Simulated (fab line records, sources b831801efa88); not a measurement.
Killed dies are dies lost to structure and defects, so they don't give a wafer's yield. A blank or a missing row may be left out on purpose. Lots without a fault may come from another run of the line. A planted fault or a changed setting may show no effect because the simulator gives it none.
fab line records | flow gf180mcu
record lots=24 wafers=72 last_day=34
route steps=602 shown M2@377 V2@405 MIM@504 V5@556 TOP_METAL@573 PASSIVATION@590
lots that met no fault: from a run of the same line without faults
start_h: hours from the record's first day to the start of the lot's first wafer shown | wait_h: hours since the lot's step before | " the same as in the row above | L1.1+2: a row that stands for several wafers | - no value, or no start given | * or withheld: withheld | < > ~ a bound
route shown NAME@n: a module of which the file shows steps, and the number in the route of the first | usual: mean/standard deviation of fault-free wafers | same: alike in all rows | chamber/n: place in a boat | sites: the reading at each site | _std_site: their standard deviation | _edge_site: outer sites' mean less inner sites' | radius_mm: how far each site lies from the wafer's centre | mask NAME#n: copy n | behind: the tool/chamber that last shaped the wafer | hold: why the lot was held/for how many hours/how that ended | device: the transistor (n, p or np) that didn't switch | end of line: the same wafers' tests at the end of the route | a step without rows: its recipe alone | killed: dies lost to structure and defects at the first sort, not the wafer's yield | map: a wafer's dies, x killed, . not, _ none there
set.NAME: the setting as run; set.NAME@STEP: as run at that earlier step | model.NAME: the simulator's own value behind a step, which no gauge read
steps of the route over a sample of lots; a table a step, a row a wafer
services: from which hour (start_h, from the record's first day; less than 0 if before it) a tool's chamber was out of use, for how many hours, and why
## steps
# step GF_M2_OVL_MEAS_15
# usual M2_OVL=1/5.7
# columns lot.wafer tool chamber start_h wait_h M2_OVL[nm]
L074.1 overlay-02 - 440.01 0.1 2
L074.4 " - " " 0
L074.5 " - " " 5
L075.1 overlay-01 - 447.56 0.1 0
L075.2 " - " " -4
L075.3 " - " " -5
L076.1 overlay-02 - 465.48 0.1 -2
L076.3 " - " " -3
L076.5 " - " " -10
L077.2 overlay-01 - 472.41 0.1 -1
L077.3 " - " " -2
L077.5 " - " " 4
L078.1 overlay-01 - 478.21 0.1 -2
L078.3 " - " " -1
L078.5 " - " " -5
L079.1 overlay-01 - 485.75 0.1 6
L079.2 " - " " 10
L079.3 " - " " 9
L080.1 overlay-01 - 501.70 0.1 0
L080.2 " - " " -10
L080.5 " - " " 0
L081.1 overlay-01 - 504.90 0.1 -4
L081.3 " - " " 3
L081.5 " - " " 3
L082.3 overlay-02 - 518.48 0.1 -5
L082.4 " - " " -6
L082.5 " - " " -7
L083.3 overlay-01 - 524.53 0.1 1
L083.4 " - " " -3
L083.6 " - " " -4
L084.1 overlay-02 - 532.85 0.1 7
L084.4 " - " " 12
L084.5 " - " " 10
L085.2 overlay-01 - 542.56 0.1 7
L085.5 " - " " 6
L085.6 " - " " 5
L086.1 overlay-02 - 551.05 0.1 2
L086.3 " - " " 3
L086.6 " - " " 3
L087.1 overlay-02 - 558.15 0.1 9
L087.5 " - " " 11
L087.6 " - " " 13
L088.1 overlay-02 - 568.32 0.1 0
L088.2 " - " " -3
L088.4 " - " " -4
L089.1 overlay-02 - 569.62 0.1 0
L089.2 " - " " -6
L089.3 " - " " -2
L090.1 overlay-02 - 578.10 0.1 2
L090.4 " - " " -5
L090.6 " - " " -2
L091.2 overlay-02 - 586.63 0.1 -2
L091.3 " - " " -6
L091.6 " - " " -8
L092.1 overlay-02 - 593.62 0.1 2
L092.3 " - " " -7
L092.6 " - " " -8
L093.1 overlay-02 - 602.38 0.1 -11
L093.2 " - " " -5
L093.5 " - " " -7
L094.2 overlay-01 - 610.40 0.1 2
L094.3 " - " " 5
L094.4 " - " " 5
L095.1 overlay-01 - 620.90 0.1 0
L095.5 " - " " 10
L095.6 " - " " 4
L096.3 overlay-01 - 621.61 0.1 7
L096.5 " - " " 7
L096.6 " - " " 5
L097.2 overlay-02 - 626.71 0.1 7
L097.4 " - " " 6
L097.5 " - " " -2
# step GF_V2_CVD_23
# recipe material=W target_thk_nm=350 time_s=104.94 temp_c=400 pressure_torr=40
# usual heater_power_w=904/86
# columns lot.wafer tool chamber start_h wait_h heater_power_w
L074.1 cvd_w-02 0 466.43 0.0 1021
L074.4 " 1 " " 790
L074.5 " 1 " " 807
L075.1 cvd_w-01 0 474.18 0.0 875
L075.2 " 1 " " 911
L075.3 " 0 " " 877
L076.1 cvd_w-01 0 492.11 0.0 859
L076.3 " 0 " " 859
L076.5 " 0 " " 876
L077.2 cvd_w-01 1 499.50 0.0 904
L077.3 " 1 " " 887
L077.5 " 0 " " 884
L078.1 cvd_w-02 1 504.35 0.0 784
L078.3 " 1 " " 767
L078.5 " 1 " " 765
L079.1 cvd_w-02 0 511.55 0.0 985
L079.2 " 1 " " 760
L079.3 " 0 " " 1014
L080.1 cvd_w-02 1 526.80 0.0 812
L080.2 " 0 " " 973
L080.5 " 0 " " 1002
L081.1 cvd_w-01 0 529.62 0.0 883
L081.3 " 1 " " 928
L081.5 " 0 " " 899
L082.3 cvd_w-02 0 544.24 0.1 1022
L082.4 " 0 " " 1023
L082.5 " 0 " " 999
L083.3 cvd_w-02 0 549.29 0.1 1027
L083.4 " 0 " " 1009
L083.6 " 0 " " 993
L084.1 cvd_w-02 0 557.15 0.0 1002
L084.4 " 1 " " 789
L084.5 " 0 " " 992
L085.2 cvd_w-02 0 566.90 0.0 1027
L085.5 " 0 " " 1005
L085.6 " 1 " " 781
L086.1 cvd_w-02 0 575.50 0.0 990
L086.3 " 0 " " 990
L086.6 " 1 " " 786
L087.1 cvd_w-02 1 582.01 0.0 780
L087.5 " 0 " " 1027
L087.6 " 1 " " 756
L088.1 cvd_w-02 0 594.18 0.0 976
L088.2 " 0 " " 1015
L088.4 " 0 " " 979
L089.1 cvd_w-01 0 594.51 0.0 857
L089.2 " 1 " " 898
L089.3 " 0 " " 871
L090.1 cvd_w-01 1 601.85 0.0 905
L090.4 " 1 " " 915
L090.6 " 1 " " 918
L091.2 cvd_w-01 1 609.74 0.0 893
L091.3 " 0 " " 867
L091.6 " 0 " " 879
L092.1 cvd_w-01 1 616.56 0.0 880
L092.3 " 0 " " 877
L092.6 " 0 " " 884
L093.1 cvd_w-02 1 625.67 0.0 780
L093.2 " 0 " " 1017
L093.5 " 1 " " 789
L094.2 cvd_w-02 0 632.53 0.0 1019
L094.3 " 0 " " 971
L094.4 " 1 " " 773
L095.1 cvd_w-01 0 643.15 0.0 874
L095.5 " 0 " " 885
L095.6 " 1 " " 907
L096.3 cvd_w-02 1 644.04 0.1 809
L096.5 " 0 " " 995
L096.6 " 1 " " 782
L097.2 cvd_w-02 1 648.93 0.0 778
L097.4 " 1 " " 788
L097.5 " 1 " " 788
# step GF_MIM_SPUTTER_01
# recipe material=TiN target_thk_nm=30 power_w=6500 time_s=25 chamber_pressure_pa=0.4
# usual throttle_valve_pct=29.9/1.5
# columns lot.wafer tool chamber start_h wait_h throttle_valve_pct
L074.1 pvd_sputter-01 - 568.03 0.1 26.7
L074.4 " - " " 28.9
L074.5 " - " " 28.9
L075.1 pvd_sputter-03 - 572.51 0.1 28.5
L075.2 " - " " 31.0
L075.3 " - " " 31.9
L076.1 pvd_sputter-02 - 592.92 0.1 31.3
L076.3 " - " " 31.0
L076.5 " - " " 29.8
L077.2 pvd_sputter-03 - 595.66 0.1 28.5
L077.3 " - " " 31.1
L077.5 " - " " 30.6
L078.1 pvd_sputter-02 - 601.19 0.1 29.7
L078.3 " - " " 31.0
L078.5 " - " " 29.8
L079.1 pvd_sputter-03 - 606.40 0.1 31.0
L079.2 " - " " 30.5
L079.3 " - " " 32.0
L080.1 pvd_sputter-02 - 621.21 0.1 31.4
L080.2 " - " " 29.7
L080.5 " - " " 29.8
L081.1 pvd_sputter-02 - 624.16 0.1 30.7
L081.3 " - " " 29.6
L081.5 " - " " 30.0
L082.3 pvd_sputter-01 - 637.07 0.1 28.9
L082.4 " - " " 27.6
L082.5 " - " " 28.0
L083.3 pvd_sputter-01 - 642.34 0.1 27.6
L083.4 " - " " 28.0
L083.6 " - " " 29.0
L084.1 pvd_sputter-03 - 647.87 0.1 30.8
L084.4 " - " " 32.0
L084.5 " - " " 28.7
L085.2 pvd_sputter-03 - 658.20 0.1 30.7
L085.5 " - " " 32.0
L085.6 " - " " 30.8
L086.1 pvd_sputter-01 - 664.57 0.1 27.7
L086.3 " - " " 26.6
L086.6 " - " " 28.9
L087.1 pvd_sputter-01 - 670.89 0.1 27.8
L087.5 " - " " 29.0
L087.6 " - " " 26.6
L088.1 pvd_sputter-01 - 681.15 0.1 28.9
L088.2 " - " " 26.7
L088.4 " - " " 27.7
L089.1 pvd_sputter-03 - 682.36 0.1 30.8
L089.2 " - " " 30.9
L089.3 " - " " 32.0
L090.1 pvd_sputter-02 - 687.99 0.1 29.7
L090.4 " - " " 31.0
L090.6 " - " " 29.8
L091.2 pvd_sputter-01 - 694.88 0.1 27.7
L091.3 " - " " 26.5
L091.6 " - " " 31.0
L092.1 pvd_sputter-02 - 701.86 0.1 31.3
L092.3 " - " " 31.3
L092.6 " - " " 31.1
L094.2 pvd_sputter-03 - 716.06 0.1 32.1
L094.3 " - " " 30.8
L094.4 " - " " 30.7
L093.1 pvd_sputter-03 - 717.04 0.1 31.8
L093.2 " - " " 30.5
L093.5 " - " " 31.0
L095.1 pvd_sputter-01 - 726.00 0.1 26.8
L095.5 " - " " 27.8
L095.6 " - " " 30.7
L096.3 pvd_sputter-02 - 726.80 0.1 31.4
L096.5 " - " " 29.7
L096.6 " - " " 29.8
L097.2 pvd_sputter-03 - 731.53 0.1 28.6
L097.4 " - " " 31.2
L097.5 " - " " 32.1
# step GF_V5_ETCH_16
# recipe chemistry=N2/H2 target_depth_a=withheld overetch_a=withheld time_s=withheld target=BARC ion_energy_ev=200 source_w=500 bias_w=100 pressure_mtorr=30 n2_flow_sccm=100 h2_flow_sccm=200
# usual chamber_pressure_mTorr=29.997/0.03 drypump_motor_current_A=5.7/0.4 oes_product_au=0.854/0.0047 throttle_valve_pct=13.226/0.0099
# columns lot.wafer tool chamber start_h wait_h chamber_pressure_mTorr drypump_motor_current_A oes_product_au throttle_valve_pct
L074.1 rie_diel-02 1 632.25 0.0 30.027 5.9 0.851 13.234
L074.4 " 2 " " 30.015 5.3 0.845 13.208
L074.5 " 0 " " 30.016 5.8 0.846 13.229
L075.1 rie_diel-01 0 637.29 0.0 30.040 6.2 0.849 13.244
L075.2 " 2 " " 30.043 5.1 0.857 13.207
L075.3 " 3 " " 29.933 6.3 0.849 13.232
L076.1 rie_diel-02 1 656.09 0.0 29.993 5.9 0.858 13.237
L076.3 " 2 " " 30.030 5.3 0.861 13.221
L076.5 " 0 " " 29.985 5.8 0.861 13.233
L077.2 rie_diel-01 0 658.59 0.0 30.052 6.3 0.853 13.242
L077.3 " 1 " " 30.014 5.3 0.843 13.217
L077.5 " 1 " " 29.987 5.3 0.855 13.227
L078.1 rie_diel-03 1 663.99 0.0 29.987 5.8 0.856 13.219
L078.3 " 3 " " 29.999 5.8 0.851 13.226
L078.5 " 2 " " 29.991 5.4 0.849 13.221
L079.1 rie_diel-03 0 668.68 0.0 29.947 5.9 0.858 13.233
L079.2 " 1 " " 29.942 5.7 0.855 13.219
L079.3 " 3 " " 29.945 5.8 0.856 13.222
L080.1 rie_diel-03 3 682.68 0.0 29.971 5.8 0.848 13.225
L080.2 " 0 " " 30.020 5.9 0.853 13.224
L080.5 " 0 " " 29.983 5.8 0.852 13.241
L081.1 rie_diel-01 2 685.88 0.0 30.065 5.1 0.847 13.224
L081.3 " 3 " " 29.981 6.2 0.858 13.213
L081.5 " 1 " " 29.986 5.3 0.850 13.218
L082.3 rie_diel-03 0 696.94 0.0 29.981 5.8 0.855 13.234
L082.4 " 3 " " 30.010 5.7 0.859 13.244
L082.5 " 0 " " 30.061 5.9 0.852 13.213
L083.3 rie_diel-01 1 702.41 0.0 29.971 5.3 0.852 13.224
L083.4 " 2 " " 30.046 5.1 0.852 13.241
L083.6 " 2 " " 29.992 5.1 0.856 13.237
L084.1 rie_diel-01 1 707.95 0.0 30.011 5.3 0.856 13.228
L084.4 " 2 " " 29.952 5.1 0.854 13.243
L084.5 " 0 " " 30.052 6.3 0.849 13.233
L085.2 rie_diel-03 2 716.28 0.0 30.000 5.5 0.857 13.210
L085.5 " 3 " " 30.015 5.8 0.850 13.207
L085.6 " 0 " " 29.993 5.9 0.851 13.202
L086.1 rie_diel-03 3 722.70 0.0 29.990 5.8 0.847 13.220
L086.3 " 1 " " 29.977 5.7 0.854 13.236
L086.6 " 1 " " 29.967 5.7 0.850 13.220
L087.1 rie_diel-01 1 729.18 0.0 30.034 5.3 0.860 13.233
L087.5 " 0 " " 29.951 6.3 0.850 13.226
L087.6 " 3 " " 30.023 6.2 0.848 13.219
L088.1 rie_diel-01 3 737.45 0.0 30.002 6.2 0.855 13.234
L088.2 " 0 " " 30.049 6.3 0.862 13.214
L088.4 " 2 " " 30.000 5.1 0.855 13.219
L089.1 rie_diel-02 3 738.19 0.0 29.967 6.3 0.852 13.222
L089.2 " 1 " " 30.011 5.9 0.864 13.226
L089.3 " 2 " " 30.013 5.2 0.857 13.204
L090.1 rie_diel-02 2 744.90 0.0 29.967 5.2 0.854 13.226
L090.4 " 1 " " 29.997 6.0 0.861 13.214
L090.6 " 2 " " 30.017 5.2 0.855 13.242
L091.2 rie_diel-02 2 750.45 0.0 29.967 5.3 0.854 13.221
L091.3 " 0 " " 29.985 5.8 0.853 13.236
L091.6 " 3 " " 30.033 6.3 0.852 13.227
L092.1 rie_diel-01 3 755.48 0.0 30.015 6.2 0.850 13.223
L092.3 " 2 " " 29.998 5.1 0.841 13.231
L092.6 " 1 " " 30.003 5.3 0.852 13.236
L094.2 rie_diel-03 2 769.73 0.0 29.961 5.4 0.857 13.227
L094.3 " 3 " " 29.963 5.8 0.845 13.233
L094.4 " 1 " " 29.977 5.8 0.853 13.238
L093.1 rie_diel-02 3 770.43 0.0 29.982 6.3 0.861 13.234
L093.2 " 1 " " 29.969 6.0 0.855 13.210
L093.5 " 3 " " 29.974 6.3 0.854 13.231
L095.1 rie_diel-03 2 778.33 0.0 29.975 5.4 0.851 13.213
L095.5 " 0 " " 30.032 5.9 0.855 13.243
L095.6 " 3 " " 29.985 5.8 0.858 13.241
L096.3 rie_diel-02 1 779.05 0.0 30.083 5.9 0.850 13.234
L096.5 " 1 " " 30.024 6.0 0.852 13.231
L096.6 " 2 " " 29.985 5.3 0.851 13.231
L097.2 rie_diel-01 1 783.44 0.0 30.003 5.3 0.854 13.237
L097.4 " 0 " " 29.981 6.3 0.856 13.218
L097.5 " 3 " " 29.987 6.2 0.863 13.232
# step GF_TOP_METAL_THK_MEAS_06
# recipe thk_meas_gauge=xrf reads=AlCu_of_TOP_METAL_SPUTTER_02
# usual TOP_METAL_ALCU_THK=914/13
# columns lot.wafer tool chamber start_h wait_h TOP_METAL_ALCU_THK[nm]
L074.1 film_metro-04 - 634.32 0.1 892
L074.4 " - " " 903
L074.5 " - " " 892
L075.1 film_metro-03 - 639.02 0.1 905
L075.2 " - " " 906
L075.3 " - " " 909
L076.1 film_metro-03 - 657.81 0.1 920
L076.3 " - " " 907
L076.5 " - " " 912
L077.2 film_metro-03 - 660.32 0.1 920
L077.3 " - " " 903
L077.5 " - " " 906
L078.1 film_metro-01 - 665.71 0.1 892
L078.3 " - " " 923
L078.5 " - " " 892
L079.1 film_metro-03 - 670.40 0.1 927
L079.2 " - " " 926
L079.3 " - " " 943
L080.1 film_metro-04 - 684.41 0.1 903
L080.2 " - " " 906
L080.5 " - " " 913
L081.1 film_metro-03 - 687.63 0.1 933
L081.3 " - " " 934
L081.5 " - " " 932
L082.3 film_metro-03 - 698.68 0.1 909
L082.4 " - " " 911
L082.5 " - " " 915
L083.3 film_metro-04 - 704.24 0.1 935
L083.4 " - " " 918
L083.6 " - " " 927
L084.1 film_metro-01 - 709.67 0.1 929
L084.4 " - " " 929
L084.5 " - " " 930
L085.2 film_metro-01 - 718.01 0.1 911
L085.5 " - " " 899
L085.6 " - " " 911
L086.1 film_metro-01 - 724.42 0.1 909
L086.3 " - " " 918
L086.6 " - " " 916
L087.1 film_metro-04 - 730.90 0.1 895
L087.5 " - " " 910
L087.6 " - " " 888
L088.1 film_metro-03 - 739.17 0.1 919
L088.2 " - " " 928
L088.4 " - " " 923
L089.1 film_metro-04 - 739.91 0.1 920
L089.2 " - " " 930
L089.3 " - " " 931
L090.1 film_metro-04 - 746.81 0.1 921
L090.4 " - " " 912
L090.6 " - " " 913
L091.2 film_metro-04 - 752.67 0.1 911
L091.3 " - " " 918
L091.6 " - " " 926
L092.1 film_metro-01 - 757.27 0.1 928
L092.3 " - " " 919
L092.6 " - " " 928
L094.2 film_metro-01 - 771.46 0.1 892
L094.3 " - " " 910
L094.4 " - " " 902
L093.1 film_metro-04 - 772.16 0.1 911
L093.2 " - " " 912
L093.5 " - " " 918
L095.1 film_metro-04 - 780.08 0.1 915
L095.5 " - " " 923
L095.6 " - " " 911
L096.3 film_metro-03 - 780.79 0.1 914
L096.5 " - " " 912
L096.6 " - " " 928
L097.2 film_metro-01 - 785.21 0.1 886
L097.4 " - " " 899
L097.5 " - " " 904
# step GF_PASSIVATION_THK_MEAS_03
# recipe reads=Si3N4_of_PASSIVATION_CVD_02
# usual PASSIVATION_CVD_02_THK=697/11
# columns lot.wafer tool chamber start_h wait_h PASSIVATION_CVD_02_THK[nm]
L074.1 film_metro-03 - 655.12 0.1 688
L074.4 " - " " 695
L074.5 " - " " 701
L075.1 film_metro-04 - 660.14 0.1 695
L075.2 " - " " 679
L075.3 " - " " 680
L076.1 film_metro-02 - 677.98 0.1 711
L076.3 " - " " 690
L076.5 " - " " 696
L077.2 film_metro-03 - 680.44 0.2 699
L077.3 " - " " 712
L077.5 " - " " 701
L078.1 film_metro-02 - 686.60 0.1 695
L078.3 " - " " 690
L078.5 " - " " 700
L079.1 film_metro-03 - 690.56 0.1 684
L079.2 " - " " 690
L079.3 " - " " 705
L080.1 film_metro-02 - 704.65 0.1 692
L080.2 " - " " 706
L080.5 " - " " 700
L081.1 film_metro-02 - 707.24 0.2 696
L081.3 " - " " 688
L081.5 " - " " 705
L082.3 film_metro-04 - 717.84 0.2 689
L082.4 " - " " 720
L082.5 " - " " 702
L083.3 film_metro-04 - 723.25 0.2 696
L083.4 " - " " 715
L083.6 " - " " 692
L084.1 film_metro-03 - 728.71 0.1 691
L084.4 " - " " 715
L084.5 " - " " 693
L085.2 film_metro-03 - 736.24 0.2 689
L085.5 " - " " 691
L085.6 " - " " 698
L086.1 film_metro-03 - 742.78 0.1 710
L086.3 " - " " 699
L086.6 " - " " 696
L087.1 film_metro-03 - 749.04 0.1 691
L087.5 " - " " 712
L087.6 " - " " 707
L088.1 film_metro-02 - 756.28 0.1 689
L088.2 " - " " 709
L088.4 " - " " 713
L089.1 film_metro-02 - 757.68 0.1 677
L089.2 " - " " 693
L089.3 " - " " 675
L090.1 film_metro-03 - 764.25 0.1 679
L090.4 " - " " 695
L090.6 " - " " 706
L091.2 film_metro-02 - 769.87 0.2 709
L091.3 " - " " 692
L091.6 " - " " 692
L092.1 film_metro-02 - 774.78 0.1 679
L092.3 " - " " 694
L092.6 " - " " 711
L094.2 film_metro-04 - 788.58 0.2 700
L094.3 " - " " 705
L094.4 " - " " 709
L093.1 film_metro-03 - 788.90 0.1 685
L093.2 " - " " 690
L093.5 " - " " 713
L095.1 film_metro-02 - 797.27 0.1 674
L095.5 " - " " 701
L095.6 " - " " 691
L096.3 film_metro-02 - 797.42 0.2 686
L096.5 " - " " 696
L096.6 " - " " 685
L097.2 film_metro-03 - 801.56 0.2 704
L097.4 " - " " 716
L097.5 " - " " 701
## services
# columns tool chamber start_h hours kind
cvd_w-02 0 450.60 1.5 repair
pvd_sputter-01 - 457.69 20.2 repair
rie_diel-01 - 458.51 0.5 repair
rie_diel-01 0 459.64 3.9 repair
cvd_w-02 - 474.13 1.1 repair
rie_diel-03 0 498.29 7.1 repair
rie_diel-01 1 515.28 8.7 repair
cvd_w-02 - 528.15 6.0 pm
cvd_w-02 1 538.79 11.7 repair
pvd_sputter-03 - 548.91 1.0 repair
cvd_w-01 - 554.20 6.9 pm
rie_diel-01 3 560.94 16.3 repair
pvd_sputter-03 - 576.12 0.5 repair
cvd_w-02 1 591.63 4.5 repair
rie_diel-01 0 660.64 4.7 repair
cvd_w-01 - 661.01 1.2 repair
rie_diel-01 1 673.06 1.5 repair
rie_diel-01 0 677.88 9.1 repair
cvd_w-01 - 680.63 2.8 pm
rie_diel-01 0 687.53 19.6 repair
rie_diel-01 0 741.10 9.8 repair
cvd_w-01 - 746.42 6.0 pm
cvd_w-02 - 765.59 2.8 pm
pvd_sputter-03 - 766.07 4.1 repair
## key
fault none
